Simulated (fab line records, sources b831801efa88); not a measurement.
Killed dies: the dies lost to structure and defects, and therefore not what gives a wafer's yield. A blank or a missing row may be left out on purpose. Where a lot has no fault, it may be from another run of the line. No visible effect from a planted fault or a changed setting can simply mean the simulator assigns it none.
A single fault, viewed from 2 desks -- flow gf180mcu -- numbers are kept per desk, each desk with only its own; the story behind them comes last

== METROLOGY DESK ==
Means of the sampled wafers that have a number, per lot and without regard to the tool the lot ran on: this is what the gauges read. If a lot's mean is further than 4 standard deviations from the usual mean, the lot is out of limits and carries the mark OUT (the distance appears in the brackets).
Columns: A = TOP_METAL_ALCU_RS at GF_TOP_METAL_RS_MEAS_05, usual 0.03275 ohm/sq; B = TOP_METAL_ALCU_THK at GF_TOP_METAL_THK_MEAS_06, usual 899 nm
lot,first seen here,A,B
L527,day 27 01:28,0.03245,905
L528,day 28 00:50,0.03289,897
L531,day 28 15:54,0.03227,917
L532,day 28 19:18,0.03282,900
L533,day 29 00:09,0.03243,898
L536,day 30 02:11,0.03248,898
L539,day 30 22:34,0.03265,912
L540,day 31 03:43,0.03946 (+23) OUT,758 (-15) OUT
L543,day 32 02:20,0.03990 (+25) OUT,756 (-15) OUT
L544,day 32 07:09,0.03249,898
L550,day 33 14:05,0.03279,895
This desk reports L540, L543 out of limits; the earliest was L540 at day 31 03:43 (TOP_METAL_ALCU_RS at GF_TOP_METAL_RS_MEAS_05). In limits: L527, L528, L531, L532, L533, L536, L539, L544, L550.

== DESK OF THE TOOL OWNER: pvd-sputter-04 ==
The tool's own readings at GF_TOP_METAL_SPUTTER_02 (material AlCu, target thk 900 nm, time 47.82 s): means of the sampled wafers that have a number, for each lot that ran on this tool. If a lot's mean is further than 4 standard deviations from the usual mean, the lot is out of limits and carries the mark OUT (the distance appears in the brackets).
Columns: A = throttle-valve-pct at GF_TOP_METAL_SPUTTER_02, usual 30.0 %
lot,first seen here,A
L527,day 27 01:22,29.9
L531,day 28 15:47,29.4
L536,day 30 02:04,29.5
L539,day 30 22:29,29.2
L540,day 31 03:37,30.4
L543,day 32 02:15,30.5
This desk's finding: nothing out of limits on any of the 6 lots.

== PUT TOGETHER ==
At day 31 03:43 the metrology desk could have sounded an alarm, on L540, L543.
The tool owner's desk saw nothing out of limits.
On record at the tool owner's desk: L540, L543, within its limits.
GF_TOP_METAL_SPUTTER_02 was run on pvd-sputter-04 by each of the lots named.

== WHAT WAS PUT IN BY THE SIMULATOR ==
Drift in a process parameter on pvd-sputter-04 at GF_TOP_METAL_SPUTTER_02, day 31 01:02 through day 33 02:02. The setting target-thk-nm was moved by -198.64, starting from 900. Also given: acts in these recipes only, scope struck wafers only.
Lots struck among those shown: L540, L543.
Time in hours between the start of the fault and the first out-of-limits reading at each desk: metrology desk, 3.
